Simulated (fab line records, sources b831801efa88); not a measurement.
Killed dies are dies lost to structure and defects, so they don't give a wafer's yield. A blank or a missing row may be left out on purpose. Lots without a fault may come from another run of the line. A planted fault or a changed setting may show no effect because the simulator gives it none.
Which tool did it? | flow sky130 | 11 lots, 33 wafers sampled, at 3 steps of a route of 708

WHAT THE GAUGES READ, wafer by wafer
SKY_CAPM_OVL_MEAS_12.
lot  | measured     | on         | CAPM_OVL (nm)
L960 | day 38 17:35 | overlay-02 | -1.6 -3.0 -3.6
L962 | day 39 09:22 | overlay-01 | -3.3 -3.0 -2.1
L963 | day 39 15:40 | overlay-02 | -0.9 -0.8 -0.5
L964 | day 39 20:05 | overlay-01 | 2.3 0.6 -0.3
L966 | day 40 08:28 | overlay-01 | 1.4 -1.3 0.4
L967 | day 40 12:52 | overlay-01 | -1.3 -0.7 -1.3
L970 | day 41 12:43 | overlay-01 | -2.1 -0.9 -1.2
L979 | day 43 19:38 | overlay-01 | 0.6 -0.9 0.1
L978 | day 43 21:02 | overlay-02 | -2.9 -2.7 -3.2
L980 | day 43 23:28 | overlay-02 | -1.2 -1.9 -1.1
L981 | day 44 00:46 | overlay-01 | -1.1 -0.7 -1.4

WHICH TOOL RAN EACH LOT (tool, then ch and the chambers of the sampled wafers, then the start)
lot  | SKY_METAL3_SPUTTER_00        | SKY_METAL3_SPUTTER_04
L960 | pvd_sputter-02, day 37 16:08 | pvd_sputter-02, day 37 16:14
L962 | pvd_sputter-01, day 38 07:36 | pvd_sputter-01, day 38 07:42
L963 | pvd_sputter-01, day 38 14:25 | pvd_sputter-01, day 38 14:31
L964 | pvd_sputter-01, day 38 18:54 | pvd_sputter-01, day 38 19:00
L966 | pvd_sputter-01, day 39 07:16 | pvd_sputter-01, day 39 07:22
L967 | pvd_sputter-01, day 39 12:14 | pvd_sputter-01, day 39 12:20
L970 | pvd_sputter-03, day 40 11:53 | pvd_sputter-03, day 40 11:59
L979 | pvd_sputter-01, day 42 20:19 | pvd_sputter-01, day 42 20:25
L978 | pvd_sputter-03, day 42 21:32 | pvd_sputter-03, day 42 21:39
L980 | pvd_sputter-02, day 43 00:11 | pvd_sputter-02, day 43 00:17
L981 | pvd_sputter-02, day 43 02:10 | pvd_sputter-02, day 43 02:16
- SKY_METAL3_SPUTTER_00: material Ti, target thk 15 nm, time 10 s.
- SKY_METAL3_SPUTTER_04: material TiN, target thk 70 nm, time 58.3 s.

THE ANSWER, worked out from the rows above alone
Rule: what is usual is taken from the lots themselves. Put in order of their means at a reading, lots are off if they are a third of the lots or fewer, leave a main group of 4 or more, and stand apart from it by a gap of 3 or more times the standard deviation of the main group's means; of several such gaps the widest counts. A main group whose means are all the same, to the digits that the tables above print for the reading, isn't used. A lot without any number at a reading at which 4 lots or more have one is off too. The other lots that the step has rows for count as sound.
No lot is off at any reading shown: from this, nothing can be told.

WHAT THE SIMULATOR HAD PUT IN
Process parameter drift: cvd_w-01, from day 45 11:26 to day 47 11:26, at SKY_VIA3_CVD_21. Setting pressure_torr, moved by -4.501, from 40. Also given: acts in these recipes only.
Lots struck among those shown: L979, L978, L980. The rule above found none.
